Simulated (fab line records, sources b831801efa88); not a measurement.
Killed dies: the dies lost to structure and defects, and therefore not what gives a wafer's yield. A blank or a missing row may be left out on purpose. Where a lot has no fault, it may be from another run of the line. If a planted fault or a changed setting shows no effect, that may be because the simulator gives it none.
Check of tool commonality	flow sky130	36 wafers sampled across 12 lots

## WHAT PROMPTED THE OPENING
2 of 12 lots carry a flag on the reading SD_N_RS at SKY_SD_N_RS_MEAS_16. Wafers without a fault read 68.46 ohm/sq, standard deviation 0.12.
Rule: flag the lot when none of its wafers has a number, or when each of its wafers that has one lies beyond 4 standard deviations from that mean. The other lots count as sound.

lot	measured	on	SD_N_RS (ohm/sq), wafer by wafer	flag
L613	day 28 00:08	film-metro-02	68.54 68.53 68.25	
L615	day 28 19:02	film-metro-01	68.49 68.67 68.60	
L617	day 29 10:46	film-metro-01	68.85 68.74 68.78	
L620	day 30 02:51	film-metro-02	68.45 68.33 68.27	
L623	day 31 08:10	film-metro-01	74.66 74.63 74.49	FLAGGED
L625	day 32 02:10	film-metro-02	74.80 74.68 74.78	FLAGGED
L628	day 32 22:18	film-metro-02	68.37 68.48 68.39	
L632	day 34 05:49	film-metro-01	68.64 68.56 68.57	
L633	day 34 12:41	film-metro-02	68.45 68.52 68.50	
L634	day 34 22:05	film-metro-02	68.50 68.39 68.37	
L635	day 34 23:50	film-metro-03	68.65 68.37 68.43	
L636	day 35 04:24	film-metro-03	68.43 68.56 68.50	
Average over the flagged lots: 74.67 ohm/sq; offset from the usual +6.21 ohm/sq, equal to +52 standard deviations.

## WHICH TOOL RAN EACH LOT
The record holds 2 process steps before the reading, out of a route of 708 steps. Cell contents, in order: the tool; ch with the chambers the sampled wafers went through; the start.
lot	flag	SKY_LDD_LDN_STRIP_12	SKY_SD_N_RTA_14
L613		plasma-asher-04 ch 0,1, day 23 00:02	rtp-anneal-01 ch 0, day 27 23:57
L615		plasma-asher-04 ch 0,1, day 23 19:46	rtp-anneal-01 ch 0, day 28 18:51
L617		plasma-asher-01 ch 0,1, day 24 12:03	rtp-anneal-02 ch 0, day 29 10:34
L620		plasma-asher-03 ch 1, day 25 04:43	rtp-anneal-01 ch 0, day 30 02:40
L623	FLAGGED	plasma-asher-03 ch 0,1, day 26 12:50	rtp-anneal-01 ch 0, day 31 08:00
L625	FLAGGED	plasma-asher-04 ch 0,1, day 27 04:22	rtp-anneal-01 ch 0, day 32 01:58
L628		plasma-asher-01 ch 0,1, day 28 05:34	rtp-anneal-02 ch 0, day 32 22:07
L632		plasma-asher-03 ch 0,1, day 29 15:34	rtp-anneal-02 ch 0, day 34 05:39
L633		plasma-asher-03 ch 0,1, day 29 23:20	rtp-anneal-01 ch 0, day 34 12:31
L634		plasma-asher-03 ch 0,1, day 30 06:40	rtp-anneal-02 ch 0, day 34 21:54
L635		plasma-asher-04 ch 0,1, day 30 09:10	rtp-anneal-01 ch 0, day 34 23:39
L636		plasma-asher-03 ch 0,1, day 30 14:23	rtp-anneal-02 ch 0, day 35 04:13
What is done by these steps:
- SKY_LDD_LDN_STRIP_12: strips in O2/N2.
- SKY_SD_N_RTA_14: time 2 s.
- SKY_SD_N_RS_MEAS_16: measures by four-point-probe.

## FLAGGED OVER TOTAL, TOOL BY TOOL (the gauges that took the reading come last)
step	tool	lots run	flagged	share of the flagged lots	sound lots run after its first flagged lot
SKY_LDD_LDN_STRIP_12	plasma-asher-01	2	0	none	-
SKY_LDD_LDN_STRIP_12	plasma-asher-03	6	1	some	4 (L632,L633,L634,L636)
SKY_LDD_LDN_STRIP_12	plasma-asher-04	4	1	some	1 (L635)
SKY_SD_N_RTA_14	rtp-anneal-01	7	2	all	2 (L633,L635)
SKY_SD_N_RTA_14	rtp-anneal-02	5	0	none	-
SKY_SD_N_RS_MEAS_16	film-metro-01	4	1	some	1 (L632)
SKY_SD_N_RS_MEAS_16	film-metro-02	6	1	some	3 (L628,L633,L634)
SKY_SD_N_RS_MEAS_16	film-metro-03	2	0	none	-

## WHAT THE TABLE PERMITS
In the table, 1 row covers all flagged lots: rtp-anneal-01 at SKY_SD_N_RTA_14.
- rtp-anneal-01 at SKY_SD_N_RTA_14: 2 of its 7 lots flagged. Sound lots followed the first flagged one (L633, L635) on it, something a lasting fault affecting the whole tool could not allow. Its own readings (lamp-power-pct) fall more than 4 standard deviations out on all wafers of the flagged lots.
No row of the table ran every flagged lot and no sound lot after the first.

## WHAT THE SIMULATOR HAD INSERTED
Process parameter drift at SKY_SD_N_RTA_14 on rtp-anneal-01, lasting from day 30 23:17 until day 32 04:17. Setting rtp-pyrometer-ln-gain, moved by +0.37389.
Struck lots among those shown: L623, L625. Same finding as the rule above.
